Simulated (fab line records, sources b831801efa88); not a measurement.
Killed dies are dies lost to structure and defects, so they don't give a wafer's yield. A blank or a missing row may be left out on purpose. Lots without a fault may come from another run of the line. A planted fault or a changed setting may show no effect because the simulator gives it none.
Problem report in the 8D (eight disciplines) form, filled by code | flow sky130 | the parts of the form that need people (team, actions taken, sign-off) are left out

1. THE PROBLEM
PASSIVATION_CVD_02_THK at SKY_PASSIVATION_THK_MEAS_03 reads a mean of 606 nm on 3 wafers of 2 lots; wafers without a fault read 541 nm with a standard deviation of 7.1. That is +9.1 standard deviations from the usual mean.
First seen on wafer L958.3, day 48 10:10, on film_metro-01. The record holds 36 wafers of 12 lots with a number at this step. Rule for "out", or "out of limits": more than 4 standard deviations from the usual mean. The other wafers with a number count as sound.

2. WHAT IT IS AND WHAT IT IS NOT
question                    | is                           | is not
which readings at this step | PASSIVATION_CVD_02_THK       | -
which lots                  | L958, L959                   | L943, L944, L946, L947, L949, L950, L951, L957, L965, L966
which wafers of those lots  | L958.3, L958.5, L959.3       | L958.2, L959.2, L959.5
read on which gauges        | film_metro-01, film_metro-04 | film_metro-02
when                        | from day 48 10:10            | up to then (25 sound wafers); but 8 sound wafers of L959, L965, L966 came after

3. SUSPECTS, AND WHAT RULES EACH OUT
Counting: a tool at a process step up to the reading stays a suspect if it ran every lot that is out. Sound lots after the first of them don't rule it out here, since some wafers of a struck lot are sound.
- the gauge at SKY_PASSIVATION_THK_MEAS_03: ruled out. The wafers that are out were read on 2 gauges (film_metro-01, film_metro-04).
- pecvd-02 at SKY_PASSIVATION_CVD_02 (deposits Si3N4, target thk 540 nm): kept. It ran every lot that is out, first L958 (day 48 09:55); its last sound lot up to then is L957 (day 48 06:23).
- Within pecvd-02 at SKY_PASSIVATION_CVD_02: the wafers that are out ran in chamber 1; their sound lot-mates ran in chamber 0.
Left after counting: pecvd-02 at SKY_PASSIVATION_CVD_02.

4. THE CAUSE (what the simulator had put in)
Process parameter drift: pecvd-02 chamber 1, from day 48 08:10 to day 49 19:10, at SKY_PASSIVATION_CVD_02. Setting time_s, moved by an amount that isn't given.
Counting left only this tool.

5. THE CHAIN OF EFFECTS, in route order
Each row: a reading whose mean over the struck wafers that have a number lies more than 3 standard deviations from the usual. Only readings for which the record gives a usual standard deviation are gone through. hours: the time from each lot's start at the first step in this table that gives one to its start at this step, as a median over the lots. sigmas: the change in usual standard deviations.
hours | step                        | reading                | usual  | on struck wafers | change | sigmas
0     | SKY_PASSIVATION_THK_MEAS_03 | PASSIVATION_CVD_02_THK | 541 nm | 606              | +65    | +9.1

6. WHAT WOULD HAVE CAUGHT IT SOONER
In this record the first reading out of limits at a measuring or inspecting step was taken at day 48 10:10, 2 hours after the fault began at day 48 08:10.
Of the tool readings at SKY_PASSIVATION_CVD_02 for which the record gives a usual standard deviation, none was out on any struck wafer, so an alarm limit of 4 standard deviations on them would not have fired.
Of the lots that are out (2), L959 began SKY_PASSIVATION_CVD_02 on pecvd-02 after day 48 10:10. A hold on the tool at that time would have spared it.
